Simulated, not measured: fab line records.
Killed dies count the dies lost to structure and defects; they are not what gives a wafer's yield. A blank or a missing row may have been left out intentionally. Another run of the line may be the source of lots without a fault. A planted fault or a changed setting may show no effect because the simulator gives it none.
What tool caused it? :: flow gf180mcu :: 13 lots, 39 wafers sampled, at 3 steps of a route of 602

WHAT THE GAUGES SHOWED, per wafer
GF_LVPWELL_OVL_MEAS_07.
lot: L936
measured: day 3 23:06
on: overlay-02
LVPWELL_OVL (nm): 1.3 0.6 2.2

lot: L937
measured: day 4 03:38
on: overlay-02
LVPWELL_OVL (nm): 2.0 0.2 2.1

lot: L938
measured: day 4 09:14
on: overlay-02
LVPWELL_OVL (nm): 0.3 1.7 1.0

lot: L939
measured: day 4 16:29
on: overlay-02
LVPWELL_OVL (nm): -0.5 0.7 -0.5

lot: L942
measured: day 5 05:25
on: overlay-01
LVPWELL_OVL (nm): -0.9 1.3 0.4

lot: L944
measured: day 5 18:18
on: overlay-01
LVPWELL_OVL (nm): -0.1 -0.5 2.4

lot: L945
measured: day 5 22:42
on: overlay-02
LVPWELL_OVL (nm): -0.3 -2.8 -1.1

lot: L948
measured: day 6 17:33
on: overlay-02
LVPWELL_OVL (nm): 0.7 1.9 2.0

lot: L949
measured: day 6 21:08
on: overlay-01
LVPWELL_OVL (nm): -1.0 -1.7 -1.0

lot: L951
measured: day 7 08:41
on: overlay-01
LVPWELL_OVL (nm): -1.0 0.4 0.9

lot: L957
measured: day 8 18:41
on: overlay-01
LVPWELL_OVL (nm): 1.6 -0.3 1.9

lot: L958
measured: day 8 23:30
on: overlay-01
LVPWELL_OVL (nm): 1.0 1.1 -0.1

lot: L959
measured: day 9 09:17
on: overlay-01
LVPWELL_OVL (nm): 0.4 1.4 2.2

GF_MVSD_OVL_MEAS_07.
lot: L936
measured: day 4 12:39
on: overlay-02
MVSD_OVL (nm): -1.3 -1.7 -1.7

lot: L937
measured: day 4 17:22
on: overlay-02
MVSD_OVL (nm): -2.3 -0.2 -0.2

lot: L938
measured: day 4 23:08
on: overlay-01
MVSD_OVL (nm): 0.0 -0.4 -0.6

lot: L939
measured: day 5 06:19
on: overlay-01
MVSD_OVL (nm): 0.3 0.5 -0.2

lot: L942
measured: day 5 19:43
on: overlay-01
MVSD_OVL (nm): -2.9 -2.1 -2.3

lot: L944
measured: day 6 09:04
on: overlay-01
MVSD_OVL (nm): 1.7 3.8 2.4

lot: L945
measured: day 6 13:24
on: overlay-01
MVSD_OVL (nm): -1.4 0.8 2.0

lot: L948
measured: day 7 09:03
on: overlay-01
MVSD_OVL (nm): -79.0 -79.7 -78.1

lot: L949
measured: day 7 12:28
on: overlay-01
MVSD_OVL (nm): -78.1 -76.8 -75.9

lot: L951
measured: day 7 23:42
on: overlay-01
MVSD_OVL (nm): -0.3 -1.2 -0.4

lot: L957
measured: day 9 11:34
on: overlay-01
MVSD_OVL (nm): 1.1 1.4 0.1

lot: L958
measured: day 9 17:22
on: overlay-02
MVSD_OVL (nm): 0.5 -0.8 0.6

lot: L959
measured: day 10 02:56
on: overlay-02
MVSD_OVL (nm): -2.3 -0.5 -1.7

WHICH TOOL RAN EACH LOT (tool, then ch and the chambers of the sampled wafers, then the start)
lot: L936
GF_MVSD_EXPOSE_04: iline_stepper-02 ch 0, day 4 06:05

lot: L937
GF_MVSD_EXPOSE_04: iline_stepper-01 ch 0, day 4 10:38

lot: L938
GF_MVSD_EXPOSE_04: iline_stepper-02 ch 0, day 4 16:32

lot: L939
GF_MVSD_EXPOSE_04: iline_stepper-02 ch 0, day 4 23:47

lot: L942
GF_MVSD_EXPOSE_04: iline_stepper-02 ch 0, day 5 12:47

lot: L944
GF_MVSD_EXPOSE_04: iline_stepper-01 ch 0, day 6 01:36

lot: L945
GF_MVSD_EXPOSE_04: iline_stepper-01 ch 0, day 6 06:28

lot: L948
GF_MVSD_EXPOSE_04: iline_stepper-01 ch 0, day 7 01:35

lot: L949
GF_MVSD_EXPOSE_04: iline_stepper-01 ch 0, day 7 04:54

lot: L951
GF_MVSD_EXPOSE_04: iline_stepper-02 ch 0, day 7 16:49

lot: L957
GF_MVSD_EXPOSE_04: iline_stepper-02 ch 0, day 9 03:30

lot: L958
GF_MVSD_EXPOSE_04: iline_stepper-02 ch 0, day 9 08:40

lot: L959
GF_MVSD_EXPOSE_04: iline_stepper-02 ch 0, day 9 18:22
- GF_MVSD_EXPOSE_04: exposes mask MVSD, target cd 1000 nm.

AS READ BY THE TOOLS THEMSELVES (means over the sampled wafers that have a number; for cases with no such wafer, the mark the record gives instead)
The record holds no such reading with a usual standard deviation.

THE ANSWER, worked out from the rows above alone
Rule: usual is defined by the lots themselves. The widest of any qualifying gaps counts: lots, ordered by their means at a reading, are off when they make up no more than a third of the lots, leave a main group of 4 or more, and stand apart from it by 3 or more times the standard deviation of that group's means. A main group whose means are all the same, to the digits that the tables above print for the reading, isn't used. A lot without any number at a reading at which 4 lots or more have one is off too. Any other lot the step has rows for is counted as sound. First the gauges in route order, then the tools' own readings, where a lot's mean is used as printed above. At the first step where some lot is off, the reading lying furthest off is the one used; lots without a number count as furthest.
Off: L948, L949, at GF_MVSD_OVL_MEAS_07 (MVSD_OVL). The main group: mean -0.3 nm, standard deviation 1.3.
A tool fits if, at a process step before that reading, it ran every lot that is off, and no sound lot after the first of them. Those tools and the gauges at GF_MVSD_OVL_MEAS_07 are tried in the same way. One candidate fits, namely iline_stepper-01 at GF_MVSD_EXPOSE_04. A fault onset in the window from L945 (day 6 06:28, its last sound lot) to L948 (day 7 01:35, its first lot off) fits.

WHAT THE SIMULATOR HAD INSERTED
Scanner matching overlay: iline_stepper-01, from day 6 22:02 on, at GF_MVSD_EXPOSE_04. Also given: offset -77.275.
Struck lots among those shown: L948, L949. The rule above found the same.
